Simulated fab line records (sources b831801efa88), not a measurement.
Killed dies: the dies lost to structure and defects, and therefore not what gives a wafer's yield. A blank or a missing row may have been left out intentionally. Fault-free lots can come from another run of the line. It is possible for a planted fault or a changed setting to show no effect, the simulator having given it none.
The tool behind it: which one? | flow sky130 | 11 lots, 33 wafers sampled, at 2 steps of a route of 708

== WHAT EACH GAUGE READ, for each wafer ==
SKY_LI_CONTACT_RS_MEAS_22: the measuring method here is four-point-probe.
lot  | measured     | on            | LI_CONTACT_W_RS (ohm/sq)
L595 | day 29 00:25 | film metro-02 | 0.283 0.287 0.288
L600 | day 31 04:19 | film metro-01 | 0.289 0.285 0.284
L599 | day 31 05:53 | film metro-02 | 0.289 0.279 0.280
L602 | day 31 22:25 | film metro-01 | 0.280 0.285 0.284
L604 | day 32 00:29 | film metro-01 | 0.278 0.280 0.286
L605 | day 32 13:50 | film metro-02 | 0.287 0.288 0.285
L606 | day 33 00:05 | film metro-04 | 0.286 0.284 0.284
L607 | day 33 05:38 | film metro-04 | 0.294 0.282 0.281
L612 | day 35 15:13 | film metro-01 | 0.280 0.279 0.256
L615 | day 35 18:35 | film metro-04 | 0.256 0.257 0.278
L618 | day 36 12:57 | film metro-02 | 0.279 0.283 0.283

== TOOL THAT RAN EACH LOT (tool first, then ch and the chambers of the sampled wafers, then the start) ==
lot  | SKY_LI_CONTACT_CVD_21
L595 | cvd w-01 ch 0,1, day 29 00:18
L600 | cvd w-01 ch 1, day 31 04:10
L599 | cvd w-02 ch 0,1, day 31 05:46
L602 | cvd w-01 ch 0,1, day 31 22:17
L604 | cvd w-02 ch 0,1, day 32 00:22
L605 | cvd w-01 ch 0,1, day 32 13:43
L606 | cvd w-01 ch 0,1, day 32 23:57
L607 | cvd w-02 ch 0,1, day 33 05:30
L612 | cvd w-02 ch 0,1, day 35 15:04
L615 | cvd w-02 ch 0,1, day 35 18:27
L618 | cvd w-01 ch 0,1, day 36 12:49
- SKY_LI_CONTACT_CVD_21: deposits W, target thk 400 nm, time 120.56 s.

== THE ANSWER, worked out from the rows above alone ==
Rule: the lots themselves supply what counts as usual. The widest of any qualifying gaps counts: lots, ordered by their means at a reading, are off when they make up no more than a third of the lots, leave a main group of 4 or more, and stand apart from it by 3 or more times the standard deviation of that group's means. A main group whose means are all the same, to the digits that the tables above print for the reading, isn't used. A lot without any number at a reading at which 4 lots or more have one is off too. The other lots that the step has rows for count as sound.
Off: at SKY_LI_CONTACT_RS_MEAS_22 (LI_CONTACT_W_RS), L612, L615. The main group: mean 0.284 ohm/sq, standard deviation 0.0019.
If a tool, at a process step before that reading, ran all the lots that are off and no sound lot after the first of them, it fits. Gauges at SKY_LI_CONTACT_RS_MEAS_22: tried the same way as those tools. One fits: SKY_LI_CONTACT_CVD_21 on cvd w-02. Its last sound lot is L607 (day 33 05:30), its first lot that is off L612 (day 35 15:04): a fault that began between those two fits.

== WHAT HAD BEEN PUT IN BY THE SIMULATOR ==
cvd w-02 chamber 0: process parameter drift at SKY_LI_CONTACT_CVD_21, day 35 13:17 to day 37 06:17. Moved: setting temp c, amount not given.
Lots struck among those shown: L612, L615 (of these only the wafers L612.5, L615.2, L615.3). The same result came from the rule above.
